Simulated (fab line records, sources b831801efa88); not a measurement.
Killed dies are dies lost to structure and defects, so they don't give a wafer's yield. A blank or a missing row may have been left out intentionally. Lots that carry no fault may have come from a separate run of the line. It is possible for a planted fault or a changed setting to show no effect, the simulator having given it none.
fab line records ; flow gf180mcu ; part 1 of 2: steps 1 to 33 of 43
[record] lots = 5; wafers = 15; last-day = 32
route steps=602 shown M1@320 V1@335 M2@362
lots with no fault: from the same line, run without faults
start-h: hours from the record's opening day to when the first of the lot's shown wafers began ; wait-h: hours since the lot's step before ; " the same as in the row above ; L1.1+2: one row covering several wafers at once ; - no value, or no start was given ; * or withheld: withheld ; < > ~ a bound
route shown NAME@n: NAME is a module with steps in the file, n the number in the route of the first one ; usual: mean/standard deviation of fault-free wafers ; same: alike in all rows ; chamber/n: place in a boat ; sites: readings site by site ; _std_site: how widely they spread, as a standard deviation ; _edge_site: inner sites' mean taken away from outer sites' mean ; radius-mm: how far each site lies from the wafer's centre ; mask NAME#n: copy n ; behind: tool/chamber where the wafer was last shaped ; hold: what put the lot on hold/how long, in hours/how the hold closed ; device: which transistor (n, p or np) failed to switch ; end of line: tests of these same wafers at the route's end ; a step without rows: its recipe alone ; killed: count of dies lost to structure and defects at first sort (not the wafer's yield) ; map: a wafer's dies, x killed, . not, _ none there
set.NAME: the setting that was run; set.NAME@STEP: the one run at that earlier step ; model.NAME: the simulator's own value behind a step, which no gauge read
a table for each step, a row for each wafer; lots at some steps of the route
services: a tool's chamber out of use, with start hour (start-h, from the record's first day; less than 0 if before it), hours out, and reason
[[steps]]
[step GF_M1_RS_MEAS_05]
[recipe] thk-meas-gauge = four-point-probe; reads = TiN_of_M1_SPUTTER_04+Ti_of_M1_SPUTTER_03+AlCu_of_M1_SPUTTER_02+TiN_of_M1_SPUTTER_01+Ti_of_M1_SPUTTER_00
[usual] M1_ALCU_RS = 0.0697/0.00056
lot.wafer;tool;chamber;start-h;wait-h;M1_ALCU_RS[ohm/sq]
L076.1;film-metro-03;-;382.91;0.0;0.0704
L076.2;film-metro-03;-;382.91;0.0;0.0713
L076.3;film-metro-03;-;382.91;0.0;0.0708
L079.3;film-metro-01;-;422.78;0.1;0.0691
L079.4;film-metro-01;-;422.78;0.1;0.0693
L079.6;film-metro-01;-;422.78;0.1;0.0696
L080.3;film-metro-01;-;424.78;0.1;0.0689
L080.4;film-metro-01;-;424.78;0.1;0.0688
L080.6;film-metro-01;-;424.78;0.1;0.0694
L081.1;film-metro-02;-;430.76;0.0;0.0689
L081.3;film-metro-02;-;430.76;0.0;0.0700
L081.5;film-metro-02;-;430.76;0.0;0.0698
L086.2;film-metro-03;-;472.81;0.0;0.0694
L086.3;film-metro-03;-;472.81;0.0;0.0698
L086.5;film-metro-03;-;472.81;0.0;0.0693
[step GF_M1_THK_MEAS_06]
[recipe] thk-meas-gauge = xrf; reads = AlCu_of_M1_SPUTTER_02
[usual] M1_ALCU_THK = 444/4.3
lot.wafer;tool;chamber;start-h;wait-h;M1_ALCU_THK[nm]
L076.1;film-metro-03;-;383.03;0.1;443
L076.2;film-metro-03;-;383.03;0.1;437
L076.3;film-metro-03;-;383.03;0.1;440
L079.3;film-metro-01;-;422.88;0.1;449
L079.4;film-metro-01;-;422.88;0.1;445
L079.6;film-metro-01;-;422.88;0.1;448
L080.3;film-metro-01;-;424.88;0.1;449
L080.4;film-metro-01;-;424.88;0.1;450
L080.6;film-metro-01;-;424.88;0.1;445
L081.1;film-metro-02;-;430.88;0.1;443
L081.3;film-metro-02;-;430.88;0.1;437
L081.5;film-metro-02;-;430.88;0.1;439
L086.2;film-metro-03;-;472.92;0.1;449
L086.3;film-metro-03;-;472.92;0.1;448
L086.5;film-metro-03;-;472.92;0.1;451
[step GF_M1_DEHYDRATE_07]
[recipe] temp-c = 200; time-s = 60
lot.wafer;tool;chamber;start-h;wait-h
L076.1+2+3;litho-track-02;0;393.18;10.1
L079.3+4+6;litho-track-03;0;434.03;11.1
L080.3+4+6;litho-track-02;0;436.83;11.9
L081.1+3+5;litho-track-02;0;442.73;11.8
L086.2+3+5;litho-track-01;0;483.76;10.8
[step GF_M1_HMDS_08]
[recipe] prime-time-s = 60; prime-temp-c = 120
lot.wafer;tool;chamber;start-h;wait-h
L076.1+2+3;litho-track-02;0;393.33;0.1
L079.3+4+6;litho-track-03;0;434.18;0.1
L080.3+4+6;litho-track-02;0;436.98;0.1
L081.1+3+5;litho-track-02;0;442.88;0.1
L086.2+3+5;litho-track-01;0;483.91;0.1
[step GF_M1_COAT_09]
[recipe] resist = KrF; spin-rpm = withheld; resist-thk-nm = 1000
lot.wafer;tool;chamber;start-h;wait-h
L076.1+2+3;litho-track-02;0;393.48;0.1
L079.3+4+6;litho-track-03;0;434.33;0.1
L080.3+4+6;litho-track-02;0;437.13;0.1
L081.1+3+5;litho-track-02;0;443.03;0.1
L086.2+3+5;litho-track-01;0;484.06;0.1
[step GF_M1_SOFTBAKE_10]
[recipe] temp-c = 130; time-s = 60; resist = KrF
lot.wafer;tool;chamber;start-h;wait-h
L076.1+2+3;litho-track-02;0;393.63;0.1
L079.3+4+6;litho-track-03;0;434.48;0.1
L080.3+4+6;litho-track-02;0;437.28;0.1
L081.1+3+5;litho-track-02;0;443.18;0.1
L086.2+3+5;litho-track-01;0;484.21;0.1
[step GF_M1_EXPOSE_11]
[recipe] mask-id = Metal1; target-cd-nm = 230; na = 0.68; source-shape = conventional; sigma-outer = 0.6; dose-mj = 28
lot.wafer;tool;chamber;start-h;wait-h;mask
L076.1+2+3;krf-scanner-02;0;-;-;Metal1#0
L079.3+4+6;krf-scanner-01;0;-;-;Metal1#0
L080.3+4+6;krf-scanner-01;0;-;-;Metal1#0
L081.1+3+5;krf-scanner-01;0;-;-;Metal1#0
L086.2+3+5;krf-scanner-02;0;-;-;Metal1#0
[step GF_M1_PEB_12]
[recipe] peb-temp-c = 135; peb-time-s = 90; resist = KrF
lot.wafer;tool;chamber;start-h;wait-h
L076.1+2+3;litho-track-02;0;-;-
L079.3+4+6;litho-track-03;0;-;-
L080.3+4+6;litho-track-02;0;-;-
L081.1+3+5;litho-track-03;0;-;-
L086.2+3+5;litho-track-03;0;-;-
[step GF_M1_DEVELOP_13]
[recipe] develop-time-s = 60; dev-temp-c = 21
lot.wafer;tool;chamber;start-h;wait-h
L076.1+2+3;litho-track-02;0;404.88;0.2
L079.3+4+6;litho-track-03;0;446.58;0.1
L080.3+4+6;litho-track-02;0;448.88;0.1
L081.1+3+5;litho-track-03;0;454.58;0.2
L086.2+3+5;litho-track-03;0;496.45;0.2
[step GF_M1_CD_MEAS_14]
[recipe] target-cd-nm = 230
[usual] cd-nm = 229.7/1.6
lot.wafer;tool;chamber;start-h;wait-h;cd-nm
L076.1;cd-sem-01;-;405.03;0.1;227.3
L076.2;cd-sem-01;-;405.03;0.1;227.5
L076.3;cd-sem-01;-;405.03;0.1;227.6
L079.3;cd-sem-02;-;446.72;0.1;229.4
L079.4;cd-sem-02;-;446.72;0.1;228.5
L079.6;cd-sem-02;-;446.72;0.1;228.8
L080.3;cd-sem-02;-;449.02;0.1;229.6
L080.4;cd-sem-02;-;449.02;0.1;229.4
L080.6;cd-sem-02;-;449.02;0.1;228.7
L081.1;cd-sem-02;-;454.73;0.1;230.7
L081.3;cd-sem-02;-;454.73;0.1;231.5
L081.5;cd-sem-02;-;454.73;0.1;232.1
L086.2;cd-sem-02;-;496.59;0.1;230.5
L086.3;cd-sem-02;-;496.59;0.1;229.6
L086.5;cd-sem-02;-;496.59;0.1;231.1
[step GF_M1_OVL_MEAS_15]
[usual] M1_OVL = 3/6.3
lot.wafer;tool;chamber;start-h;wait-h;M1_OVL[nm]
L076.1;overlay-02;-;405.15;0.1;6
L076.2;overlay-02;-;405.15;0.1;16
L076.3;overlay-02;-;405.15;0.1;7
L079.3;overlay-02;-;446.81;0.1;4
L079.4;overlay-02;-;446.81;0.1;3
L079.6;overlay-02;-;446.81;0.1;0
L080.3;overlay-02;-;449.12;0.1;3
L080.4;overlay-02;-;449.12;0.1;5
L080.6;overlay-02;-;449.12;0.1;-1
L081.1;overlay-01;-;454.85;0.1;11
L081.3;overlay-01;-;454.85;0.1;10
L081.5;overlay-01;-;454.85;0.1;8
L086.2;overlay-01;-;496.70;0.1;7
L086.3;overlay-01;-;496.70;0.1;8
L086.5;overlay-01;-;496.70;0.1;0
[step GF_M1_METAL_ETCH_16]
[recipe] chemistry = Cl2/BCl3; mask-material = KrF; target-depth-nm = 750.8; stop-on = SiO2; pressure-mtorr = 8; icp-w = 800; bias-w = 140; Cl2_flow_sccm = 80; bcl3-flow-sccm = 40; time-s = 125.1
[usual] drypump-motor-current-A = 5.3/0.33; oes-product-au = 0.990/0.0062; throttle-valve-pct = 28.231/0.0093
lot.wafer;tool;chamber;start-h;wait-h;drypump-motor-current-A;oes-product-au;rf-hours-counter-h;throttle-valve-pct
L076.1;rie-metal-03;0;405.19;0.0;4.9;0.982;12;28.247
L076.2;rie-metal-03;1;405.19;0.0;4.9;0.989;4;28.229
L076.3;rie-metal-03;1;405.19;0.0;4.9;0.983;-;28.236
L079.3;rie-metal-02;1;446.87;0.1;5.4;0.986;-;28.240
L079.4;rie-metal-02;0;446.87;0.1;5.7;0.986;-;28.235
L079.6;rie-metal-02;1;446.87;0.1;5.4;0.991;-;28.222
L080.3;rie-metal-04;0;449.25;0.1;5.3;0.993;-;28.222
L080.4;rie-metal-04;0;449.25;0.1;5.3;0.995;-;28.226
L080.6;rie-metal-04;0;449.25;0.1;5.4;0.990;-;28.228
L081.1;rie-metal-04;0;454.88;0.0;5.3;0.991;14;28.218
L081.3;rie-metal-04;0;454.88;0.0;5.3;1.005;-;28.251
L081.5;rie-metal-04;0;454.88;0.0;5.3;0.997;-;28.223
L086.2;rie-metal-04;0;496.73;0.0;5.3;0.996;1;28.231
L086.3;rie-metal-04;1;496.73;0.0;5.9;0.983;-;28.239
L086.5;rie-metal-04;0;496.73;0.0;5.4;0.986;-;28.232
[step GF_M1_STRIP_17]
[recipe] chemistry = O2/N2; power-w = 1400; pressure-mtorr = 1500; platen-temp-c = 250; o2-flow-sccm = 3000; n2-flow-sccm = 300; overash-fraction = 0.5
[usual] drypump-motor-current-A = 5.94/0.3; heater-power-w = 341/20; oes-product-au = 0.538/0.0046; strip-time-to-endpoint-s = 7.39/0.045
lot.wafer;tool;chamber;start-h;wait-h;drypump-motor-current-A;heater-power-w;oes-product-au;rf-hours-counter-h;strip-time-to-endpoint-s
L076.1;plasma-asher-01;1;405.32;0.1;5.97;343;0.531;79;7.41
L076.2;plasma-asher-01;0;405.32;0.1;6.01;328;0.533;79;7.37
L076.3;plasma-asher-01;1;405.32;0.1;5.97;346;0.534;-;7.41
L079.3;plasma-asher-02;0;446.99;0.1;6.10;324;0.535;-;7.30
L079.4;plasma-asher-02;1;446.99;0.1;5.35;387;0.542;-;7.30
L079.6;plasma-asher-02;0;446.99;0.1;6.07;326;0.533;-;7.30
L080.3;plasma-asher-02;0;449.52;0.2;6.07;329;0.541;-;7.35
L080.4;plasma-asher-02;1;449.52;0.2;5.36;384;0.535;-;7.33
L080.6;plasma-asher-02;0;449.52;0.2;6.09;329;0.536;-;7.35
L081.1;plasma-asher-01;1;455.14;0.2;5.98;363;0.539;83;7.38
L081.3;plasma-asher-01;1;455.14;0.2;5.97;348;0.537;-;7.36
L081.5;plasma-asher-01;1;455.14;0.2;5.98;349;0.541;-;7.35
L086.2;plasma-asher-02;0;496.86;0.1;6.06;330;0.536;7;7.36
L086.3;plasma-asher-02;1;496.86;0.1;5.37;383;0.540;-;7.43
L086.5;plasma-asher-02;1;496.86;0.1;5.37;379;0.535;-;7.36
[step GF_M1_STRIP_18]
[recipe] chemistry = post-etch-residue-remover; time-s = 1200; temp-c = 72.5
lot.wafer;tool;chamber;start-h;wait-h
L076.1+2+3;wet-bench-01;1;405.42;0.1
L079.3+4+6;wet-bench-03;0;447.06;0.0
L080.3+4+6;wet-bench-02;3;449.58;0.0
L081.1+3+5;wet-bench-02;0;455.24;0.1
L086.2+3+5;wet-bench-01;1;496.96;0.1
[step GF_M1_CLEAN_19]
[recipe] chemistry = DIW; dry = n2-spin
lot.wafer;tool;chamber;start-h;wait-h
L076.1+2+3;wet-bench-02;2;405.76;0.0
L079.3+4+6;wet-bench-02;3;447.43;0.0
L080.3+4+6;wet-bench-03;2;450.27;0.0
L081.1+3+5;wet-bench-02;3;455.58;0.0
L086.2+3+5;wet-bench-03;1;497.37;0.0
[step GF_V1_CVD_00]
[recipe] material = SiO2; target-thk-nm = 600; sigma-open-frac = 0.3; temp-c = 400; time-s = 103.7; sih4-flow-sccm = 60; pressure-mtorr = 6
lot.wafer;tool;chamber;start-h;wait-h
L076.1+2+3;hdpcvd-02;0,1,2;405.85;0.0
L079.3+4+6;hdpcvd-01;0,2,2;447.65;0.0
L080.3+4+6;hdpcvd-02;0,1,0;450.36;0.0
L081.1+3+5;hdpcvd-02;1,2,1;455.67;0.0
L086.2+3+5;hdpcvd-02;0,2,2;497.47;0.0
[step GF_V1_THK_MEAS_01]
[recipe] reads = SiO2_of_V1_CVD_00
[usual] V1_CVD_00_THK = 621/5.1
lot.wafer;tool;chamber;start-h;wait-h;V1_CVD_00_THK[nm]
L076.1;film-metro-04;-;405.92;0.0;630
L076.2;film-metro-04;-;405.92;0.0;619
L076.3;film-metro-04;-;405.92;0.0;623
L079.3;film-metro-04;-;447.75;0.1;614
L079.4;film-metro-04;-;447.75;0.1;617
L079.6;film-metro-04;-;447.75;0.1;623
L080.3;film-metro-03;-;450.45;0.1;622
L080.4;film-metro-03;-;450.45;0.1;614
L080.6;film-metro-03;-;450.45;0.1;625
L081.1;film-metro-02;-;455.75;0.0;623
L081.3;film-metro-02;-;455.75;0.0;621
L081.5;film-metro-02;-;455.75;0.0;626
L086.2;film-metro-03;-;497.55;0.0;628
L086.3;film-metro-03;-;497.55;0.0;627
L086.5;film-metro-03;-;497.55;0.0;626
[step GF_V1_CVD_02]
[recipe] material = SiO2; target-thk-nm = 850; precursor = TEOS; temp-c = 400; time-s = 94.851; rf-w = 600
[usual] heater-power-w = 651/78
lot.wafer;tool;chamber;start-h;wait-h;heater-power-w
L076.1;pecvd-01;2;405.98;0.1;682
L076.2;pecvd-01;0;405.98;0.1;582
L076.3;pecvd-01;1;405.98;0.1;561
L079.3;pecvd-03;0;447.79;0.0;643
L079.4;pecvd-03;2;447.79;0.0;609
L079.6;pecvd-03;0;447.79;0.0;683
L080.3;pecvd-01;2;450.49;0.0;704
L080.4;pecvd-01;1;450.49;0.0;445
L080.6;pecvd-01;0;450.49;0.0;517
L081.1;pecvd-01;2;455.81;0.1;621
L081.3;pecvd-01;2;455.81;0.1;664
L081.5;pecvd-01;0;455.81;0.1;663
L086.2;pecvd-03;2;497.60;0.0;646
L086.3;pecvd-03;1;497.60;0.0;743
L086.5;pecvd-03;2;497.60;0.0;707
[step GF_V1_THK_MEAS_03]
[recipe] reads = SiO2_of_V1_CVD_02
[usual] V1_CVD_02_THK = 848/11
lot.wafer;tool;chamber;start-h;wait-h;V1_CVD_02_THK[nm]
L076.1;film-metro-03;-;406.05;0.0;839
L076.2;film-metro-03;-;406.05;0.0;846
L076.3;film-metro-03;-;406.05;0.0;840
L079.3;film-metro-02;-;447.87;0.1;848
L079.4;film-metro-02;-;447.87;0.1;863
L079.6;film-metro-02;-;447.87;0.1;870
L080.3;film-metro-02;-;450.58;0.1;839
L080.4;film-metro-02;-;450.58;0.1;861
L080.6;film-metro-02;-;450.58;0.1;855
L081.1;film-metro-03;-;455.91;0.1;829
L081.3;film-metro-03;-;455.91;0.1;845
L081.5;film-metro-03;-;455.91;0.1;840
L086.2;film-metro-03;-;497.68;0.0;857
L086.3;film-metro-03;-;497.68;0.0;854
L086.5;film-metro-03;-;497.68;0.0;866
[step GF_V1_CMP_04]
[recipe] material = SiO2; down-force-psi = 4; platen-rpm = 60; pad-velocity-m-s = 0.94248
[usual] motor-current-A = 12.3/0.98; slurry-filter-dp-kPa = 13.50/0.14; time-to-endpoint-s = 78/5.4
lot.wafer;tool;chamber;start-h;wait-h;motor-current-A;slurry-filter-dp-kPa;time-to-endpoint-s
L076.2;cmp-02;0;406.19;0.1;11.5;13.79;75
L076.1;cmp-02;2;406.19;0.1;12.7;13.82;76
L076.3;cmp-02;3;406.19;0.1;11.8;13.48;75
L079.3;cmp-02;1;447.91;0.0;12.8;13.42;81
L079.4;cmp-02;0;447.91;0.0;11.0;13.26;79
L079.6;cmp-02;2;447.91;0.0;13.2;13.43;85
L080.3;cmp-01;0;450.67;0.1;11.1;13.82;74
L080.4;cmp-01;2;450.67;0.1;11.7;13.38;79
L080.6;cmp-01;0;450.67;0.1;11.2;13.39;82
L081.3;cmp-01;1;456.02;0.1;13.2;13.51;71
L081.1;cmp-01;3;456.02;0.1;14.3;13.62;73
L081.5;cmp-01;1;456.02;0.1;12.5;13.42;74
L086.3;cmp-02;2;497.73;0.0;13.5;13.53;84
L086.2;cmp-02;3;497.73;0.0;11.9;13.48;83
L086.5;cmp-02;3;497.73;0.0;12.2;13.51;88
[step GF_V1_BOW_MEAS_05]
[recipe] mode = bow
[usual] V1_BOW = 82/7.2
lot.wafer;tool;chamber;start-h;wait-h;V1_BOW[um]
L076.1;film-metro-02;-;406.49;0.1;68
L076.2;film-metro-02;-;406.49;0.1;76
L076.3;film-metro-02;-;406.49;0.1;80
L079.3;film-metro-02;-;448.25;0.3;91
L079.4;film-metro-02;-;448.25;0.3;85
L079.6;film-metro-02;-;448.25;0.3;83
L080.3;film-metro-04;-;450.96;0.2;65
L080.4;film-metro-04;-;450.96;0.2;70
L080.6;film-metro-04;-;450.96;0.2;71
L081.1;film-metro-03;-;456.27;0.1;85
L081.3;film-metro-03;-;456.27;0.1;77
L081.5;film-metro-03;-;456.27;0.1;88
L086.2;film-metro-03;-;498.05;0.2;85
L086.3;film-metro-03;-;498.05;0.2;84
L086.5;film-metro-03;-;498.05;0.2;82
[step GF_V1_DEHYDRATE_06]
[recipe] temp-c = 200; time-s = 60
lot.wafer;tool;chamber;start-h;wait-h
L076.1+2+3;litho-track-01;0;417.59;11.1
L079.3+4+6;litho-track-04;0;459.37;11.1
L080.3+4+6;litho-track-02;0;463.18;12.2
L081.1+3+5;litho-track-01;0;468.24;11.9
L086.2+3+5;litho-track-02;0;508.91;10.8
[step GF_V1_HMDS_07]
[recipe] prime-time-s = 60; prime-temp-c = 120
lot.wafer;tool;chamber;start-h;wait-h
L076.1+2+3;litho-track-01;0;417.74;0.1
L079.3+4+6;litho-track-04;0;459.52;0.1
L080.3+4+6;litho-track-02;0;463.33;0.1
L081.1+3+5;litho-track-01;0;468.39;0.1
L086.2+3+5;litho-track-02;0;509.06;0.1
[step GF_V1_COAT_08]
[recipe] resist = BARC; temp-c = withheld; time-s = withheld; spin-rpm = withheld; resist-thk-nm = withheld
lot.wafer;tool;chamber;start-h;wait-h
L076.1+2+3;litho-track-01;0;417.89;0.1
L079.3+4+6;litho-track-04;0;459.67;0.1
L080.3+4+6;litho-track-02;0;463.48;0.1
L081.1+3+5;litho-track-01;0;468.54;0.1
L086.2+3+5;litho-track-02;0;509.21;0.1
[step GF_V1_COAT_09]
[recipe] resist = KrF; spin-rpm = withheld; resist-thk-nm = 1000
lot.wafer;tool;chamber;start-h;wait-h
L076.1+2+3;litho-track-01;0;-;-
L079.3+4+6;litho-track-04;0;-;-
L080.3+4+6;litho-track-02;0;-;-
L081.1+3+5;litho-track-01;0;-;-
L086.2+3+5;litho-track-02;0;-;-
[step GF_V1_SOFTBAKE_10]
[recipe] temp-c = 130; time-s = 60; resist = KrF
lot.wafer;tool;chamber;start-h;wait-h
L076.1+2+3;litho-track-01;0;-;-
L079.3+4+6;litho-track-04;0;-;-
L080.3+4+6;litho-track-02;0;-;-
L081.1+3+5;litho-track-01;0;-;-
L086.2+3+5;litho-track-02;0;-;-
[step GF_V1_EXPOSE_11]
[recipe] mask-id = Via1; target-cd-nm = 260; na = 0.68; source-shape = conventional; sigma-outer = 0.6; dose-mj = 38
lot.wafer;tool;chamber;start-h;wait-h;mask
L076.1+2+3;krf-scanner-02;0;-;-;Via1#0
L079.3+4+6;krf-scanner-02;0;-;-;Via1#0
L080.3+4+6;krf-scanner-02;0;-;-;Via1#0
L081.1+3+5;krf-scanner-02;0;-;-;Via1#0
L086.2+3+5;krf-scanner-01;0;-;-;Via1#0
[step GF_V1_PEB_12]
[recipe] peb-temp-c = 135; peb-time-s = 90; resist = KrF
lot.wafer;tool;chamber;start-h;wait-h
L076.1+2+3;litho-track-01;0;-;-
L079.3+4+6;litho-track-01;0;-;-
L080.3+4+6;litho-track-04;0;-;-
L081.1+3+5;litho-track-01;0;-;-
L086.2+3+5;litho-track-01;0;-;-
[step GF_V1_DEVELOP_13]
[recipe] develop-time-s = 60; resist = KrF; dev-temp-c = 21
lot.wafer;tool;chamber;start-h;wait-h
L076.1+2+3;litho-track-01;0;429.44;0.2
L079.3+4+6;litho-track-01;0;472.34;0.1
L080.3+4+6;litho-track-04;0;475.37;0.1
L081.1+3+5;litho-track-01;0;480.39;0.2
L086.2+3+5;litho-track-01;0;521.56;0.2
[step GF_V1_CD_MEAS_14]
[recipe] target-cd-nm = 260
[usual] cd-nm = 260.4/1.3
lot.wafer;tool;chamber;start-h;wait-h;cd-nm
L076.1;cd-sem-02;-;429.59;0.1;260.4
L076.2;cd-sem-02;-;429.59;0.1;260.9
L076.3;cd-sem-02;-;429.59;0.1;261.0
L079.3;cd-sem-02;-;472.48;0.1;262.0
L079.4;cd-sem-02;-;472.48;0.1;261.6
L079.6;cd-sem-02;-;472.48;0.1;261.6
L080.3;cd-sem-01;-;475.51;0.1;257.8
L080.4;cd-sem-01;-;475.51;0.1;259.0
L080.6;cd-sem-01;-;475.51;0.1;259.8
L081.1;cd-sem-01;-;480.54;0.1;257.4
L081.3;cd-sem-01;-;480.54;0.1;258.0
L081.5;cd-sem-01;-;480.54;0.1;258.2
L086.2;cd-sem-01;-;521.71;0.1;261.9
L086.3;cd-sem-01;-;521.71;0.1;260.7
L086.5;cd-sem-01;-;521.71;0.1;261.9
[step GF_V1_OVL_MEAS_15]
[usual] V1_OVL = 2/4.9
lot.wafer;tool;chamber;start-h;wait-h;V1_OVL[nm]
L076.1;overlay-01;-;429.71;0.1;0
L076.2;overlay-01;-;429.71;0.1;1
L076.3;overlay-01;-;429.71;0.1;-3
L079.3;overlay-01;-;472.57;0.1;3
L079.4;overlay-01;-;472.57;0.1;8
L079.6;overlay-01;-;472.57;0.1;1
L080.3;overlay-02;-;475.60;0.1;1
L080.4;overlay-02;-;475.60;0.1;1
L080.6;overlay-02;-;475.60;0.1;5
L081.1;overlay-02;-;480.66;0.1;1
L081.3;overlay-02;-;480.66;0.1;1
L081.5;overlay-02;-;480.66;0.1;6
L086.2;overlay-01;-;521.81;0.1;-1
L086.3;overlay-01;-;521.81;0.1;-4
L086.5;overlay-01;-;521.81;0.1;-2
[step GF_V1_ETCH_16]
[recipe] chemistry = N2/H2; target-depth-a = withheld; overetch-a = withheld; time-s = withheld; target = BARC; ion-energy-ev = 200; source-w = 500; bias-w = 100; pressure-mtorr = 30; n2-flow-sccm = 100; h2-flow-sccm = 200
[usual] drypump-motor-current-A = 5.5/0.42; oes-product-au = 0.855/0.0052; throttle-valve-pct = 13.227/0.008
lot.wafer;tool;chamber;start-h;wait-h;drypump-motor-current-A;oes-product-au;throttle-valve-pct
L076.1;rie-diel-01;0;429.75;0.0;5.1;0.857;13.215
L076.2;rie-diel-01;3;429.75;0.0;6.0;0.854;13.224
L076.3;rie-diel-01;2;429.75;0.0;5.8;0.860;13.227
L079.3;rie-diel-03;1;472.59;0.0;5.7;0.858;13.227
L079.4;rie-diel-03;0;472.59;0.0;5.3;0.860;13.235
L079.6;rie-diel-03;1;472.59;0.0;5.7;0.860;13.232
L080.3;rie-diel-04;3;475.62;0.0;4.8;0.863;13.233
L080.4;rie-diel-04;3;475.62;0.0;4.8;0.854;13.221
L080.6;rie-diel-04;1;475.62;0.0;5.5;0.860;13.226
L081.1;rie-diel-01;1;480.69;0.0;5.9;0.860;13.231
L081.3;rie-diel-01;3;480.69;0.0;5.9;0.857;13.224
L081.5;rie-diel-01;1;480.69;0.0;5.9;0.849;13.229
L086.2;rie-diel-03;3;521.84;0.0;5.8;0.855;13.227
L086.3;rie-diel-03;0;521.84;0.0;5.3;0.850;13.231
L086.5;rie-diel-03;3;521.84;0.0;5.7;0.852;13.234
[step GF_V1_ETCH_17]
[recipe] chemistry = C4F8/O2/Ar; mask-material = KrF; target = SiO2; stop-on = TiN; source-w = 1500; bias-w = 1200; pressure-mtorr = 40; c4f8-flow-sccm = withheld; O2_flow_sccm = 6; Ar_flow_sccm = 300; time-s = withheld; target-depth-a = 6300
[usual] oes-product-au = 0.855/0.0047
lot.wafer;tool;chamber;start-h;wait-h;oes-product-au
L076.1;rie-diel-01;0;-;-;0.849
L076.2;rie-diel-01;3;-;-;0.853
L076.3;rie-diel-01;2;-;-;0.850
L079.3;rie-diel-03;1;-;-;0.861
L079.4;rie-diel-03;0;-;-;0.849
L079.6;rie-diel-03;1;-;-;0.856
L080.3;rie-diel-04;3;-;-;0.851
L080.4;rie-diel-04;3;-;-;0.863
L080.6;rie-diel-04;1;-;-;0.856
L081.1;rie-diel-01;1;-;-;0.859
L081.3;rie-diel-01;3;-;-;0.851
L081.5;rie-diel-01;1;-;-;0.859
L086.2;rie-diel-03;3;-;-;0.861
L086.3;rie-diel-03;0;-;-;0.855
L086.5;rie-diel-03;3;-;-;0.863
